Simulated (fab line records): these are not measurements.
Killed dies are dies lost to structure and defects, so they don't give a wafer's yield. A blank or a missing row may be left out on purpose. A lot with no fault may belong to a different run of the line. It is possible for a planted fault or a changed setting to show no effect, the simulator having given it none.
Chamber matching / flow sky130 / SKY_SONOS_ONO_ETCH_15 on rie diel-01: 4 sister chambers
The step etches the open film in CHF3/O2, target depth 19.52 nm, time 7.8 s. 14 wafers are shown with their chamber, then 7 later ones without.

## WAFERS, EACH WITH ITS CHAMBER
wafer=L832.3; chamber=3; oes product au (a.u.)=0.978; throttle valve pct (%)=8.835
wafer=L832.5; chamber=3; oes product au (a.u.)=0.984; throttle valve pct (%)=8.822
wafer=L832.6; chamber=0; oes product au (a.u.)=0.976; throttle valve pct (%)=8.815
wafer=L834.1; chamber=2; oes product au (a.u.)=1.000; throttle valve pct (%)=8.812
wafer=L834.4; chamber=1; oes product au (a.u.)=0.998; throttle valve pct (%)=8.822
wafer=L834.6; chamber=1; oes product au (a.u.)=0.991; throttle valve pct (%)=8.824
wafer=L837.1; chamber=0; oes product au (a.u.)=1.001; throttle valve pct (%)=8.824
wafer=L837.2; chamber=3; oes product au (a.u.)=0.994; throttle valve pct (%)=8.811
wafer=L837.5; chamber=3; oes product au (a.u.)=0.988; throttle valve pct (%)=8.836
wafer=L843.1; chamber=1; oes product au (a.u.)=1.005; throttle valve pct (%)=8.808
wafer=L843.2; chamber=3; oes product au (a.u.)=0.997; throttle valve pct (%)=8.825
wafer=L843.3; chamber=0; oes product au (a.u.)=1.000; throttle valve pct (%)=8.819
wafer=L845.2; chamber=0; oes product au (a.u.)=1.004; throttle valve pct (%)=8.810
wafer=L845.3; chamber=2; oes product au (a.u.)=1.005; throttle valve pct (%)=8.819

SIGNATURES, as means of the wafers listed above
reading=oes product au; chamber 0=0.99525; chamber 1=0.99800; chamber 2=1.00250; chamber 3=0.98820; scatter within a chamber=0.0092
reading=throttle valve pct; chamber 0=8.81700; chamber 1=8.81800; chamber 2=8.81550; chamber 3=8.82580; scatter within a chamber=0.0084
Rule: for each reading, subtract the chamber's mean from the wafer's reading, divide by that reading's scatter and square the result; add these up over the readings and take the root, which gives the wafer's distance from the chamber. The wafer belongs to the nearest chamber; if the next one is less than 2 further off, it can't be placed. The scatter: the root of (the sum of the squares of (reading less its chamber's mean) over the shown wafers, divided by (wafers less chambers)).

## WAFERS WHOSE CHAMBER IS MISSING
wafer=L845.5; oes product au (a.u.)=1.011; throttle valve pct (%)=8.836
wafer=L847.2; oes product au (a.u.)=0.992; throttle valve pct (%)=8.818
wafer=L847.5; oes product au (a.u.)=1.000; throttle valve pct (%)=8.823
wafer=L847.6; oes product au (a.u.)=0.992; throttle valve pct (%)=8.818
wafer=L852.4; oes product au (a.u.)=1.010; throttle valve pct (%)=8.823
wafer=L852.5; oes product au (a.u.)=1.011; throttle valve pct (%)=8.848
wafer=L852.6; oes product au (a.u.)=0.984; throttle valve pct (%)=8.812

## CHAMBER TAKEN BY EACH
wafer=L845.5; from the rows above=can't be placed: 1 or 2 or 3 or 0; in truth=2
wafer=L847.2; from the rows above=can't be placed: 0 or 1 or 3 or 2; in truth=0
wafer=L847.5; from the rows above=can't be placed: 1 or 0 or 2 or 3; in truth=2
wafer=L847.6; from the rows above=can't be placed: 0 or 1 or 3 or 2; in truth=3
wafer=L852.4; from the rows above=can't be placed: 2 or 1 or 0 or 3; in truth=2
wafer=L852.5; from the rows above=can't be placed: 3 or 1 or 2 or 0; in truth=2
wafer=L852.6; from the rows above=can't be placed: 0 or 1 or 3 or 2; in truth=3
Correctly placed: 0 of 7. These rows do not allow placing 7 (true chamber among the candidates in 7). Wrongly placed: 0.
